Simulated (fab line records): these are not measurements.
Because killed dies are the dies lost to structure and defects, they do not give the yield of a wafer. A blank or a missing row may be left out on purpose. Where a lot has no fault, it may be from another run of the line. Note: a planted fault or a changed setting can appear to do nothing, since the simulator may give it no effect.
A lot that was struck, set against a sound lot :: flow sky130 :: 14 steps out of a route of 708
Sound: these wafers, L591.3, L591.4, L591.5. The struck wafers were L597.2, L597.3, L597.5. The cause comes at the end.
For every step that has rows: the tool of each side, followed by ch and its chambers, followed by its first start. Under that, the readings that differ: sound wafers :: struck wafers :: difference of the means :: sigmas: that difference in standard deviations of wafers without a fault.
alike: readings whose means differ by less than 2 such deviations, and words and numbers that are the same on both sides. not compared: withheld readings, readings that some wafer has no value for, bounds like >300 that may hide the same value, and numbers for which the record gives no deviation and whose values overlap.
The two part at a step that has a row with sigmas, a row that says differs or no value, or rows on one side only. Non-overlapping numbers with no deviation appear without sigmas and do not part them. Lack of a reading on every wafer of one side parts them only where that side has two or more wafers.

SKY_VIA2_CD_MEAS_12: target cd 200 nm.
  struck on cd-sem-01, day 37 20:08; sound on cd-sem-02, day 36 10:28
  alike: cd-nm
SKY_VIA2_OVL_MEAS_13:
  struck on overlay-02, day 37 20:14; sound on overlay-01, day 36 10:34
  alike: VIA2_OVL
SKY_VIA2_ETCH_14: etches BARC in N2/H2, stops on SiO2, time 45.9 s, target depth 60 nm.
  sound on rie-diel-01 ch 0,2,3, day 36 10:35; struck on rie-diel-01 ch 2,3, day 37 20:16
  alike: drypump-motor-current-A, oes-product-au, throttle-valve-pct
  not compared: rf-hours-counter-h
SKY_VIA2_ETCH_15: etches SiO2 in C4F8/O2/Ar, stops on TiN, target depth 546 nm, time 84 s.
  sound on rie-diel-01 ch 0,2,3, day 36 10:37; struck on rie-diel-01 ch 2,3, day 37 20:19
  alike: oes-product-au
  not compared: rf-hours-counter-h
SKY_VIA2_STRIP_16: strips in O2/N2.
  sound on plasma-asher-03 ch 0,1, day 36 10:43; struck on plasma-asher-01 ch 0,1, day 37 20:22
reading: drypump-motor-current-A (A)
sound: 5.0 4.8 4.8
struck: 6.0 6.0 5.7
difference: +1.0
sigmas: +2
  alike: oes-product-au, strip-time-to-endpoint-s
  not compared: rf-hours-counter-h
then, 3 steps without rows for these wafers: SKY_VIA2_STRIP_17 (strips in post etch residue remover, time 1200 s); SKY_VIA2_CLEAN_18 (cleans in IPA, time 180 s); SKY_VIA2_CLEAN_19 (cleans in O3/DIW).
SKY_VIA2_SPUTTER_20: material TiN, target thk 20 nm, time 80 s.
  struck on pvd-sputter-03, day 37 20:58; sound on pvd-sputter-03, day 36 11:17
  alike: throttle-valve-pct
SKY_VIA2_CVD_21: deposits W, target thk 420 nm, time 126.4 s.
  sound on cvd-w-02 ch 0,1, day 36 11:23; struck on cvd-w-01 ch 0,1, day 37 21:02
  alike: chamber-pressure-Torr, heater-power-outer-w, heater-power-w
SKY_VIA2_RS_MEAS_22: measurement is done with a four-point probe.
  struck on film-metro-04, day 37 21:11; sound on film-metro-01, day 36 11:31
  alike: VIA2_W_RS
SKY_VIA2_THK_MEAS_23: measures by xrf.
  struck on film-metro-04, day 37 21:17; sound on film-metro-01, day 36 11:37
  alike: VIA2_W_THK
SKY_VIA2_CMP_24: polishes, stops on SiO2, t overpolish 20 s, target thk 0 nm.
  sound on cmp-01 ch 0,2,3, day 36 11:42; struck on cmp-02 ch 0,1,2, day 37 21:20
  no value came back on the struck wafers for any of 5 readings (edge-zone-pressure-frac, head-pressure-psi (psi) and others); on the sound wafers edge-zone-pressure-frac reads 1.001 0.998 0.999
reading: model.W_of_VIA2_CVD_21.thk-nm (nm)
sound: 0 0 0
struck: 407.9 405.3 411.8
difference: +408.3
sigmas: 

reading: model.SiO2_of_VIA2_HDPCVD_00.thk-nm (nm)
sound: 490.3 490.1 491.7
struck: 495.7 496 495
difference: +4.9
sigmas: 
-- the record jumps here: 9 days lie between the struck wafers' starts before and after (it left off in module VIA2 and takes up again in module PAD_OPEN, whose first step shown is number 708 of the route) --
SKY_PAD_OPEN_PROBE_99:
  rows exist in the record for the struck wafers here (prober-02, day 47 00:10), but not for the sound ones

## WHERE THEY PART
Last at SKY_PAD_OPEN_PROBE_99 as far as this record goes, first at SKY_VIA2_STRIP_16.

WHY: whatever the simulator had introduced
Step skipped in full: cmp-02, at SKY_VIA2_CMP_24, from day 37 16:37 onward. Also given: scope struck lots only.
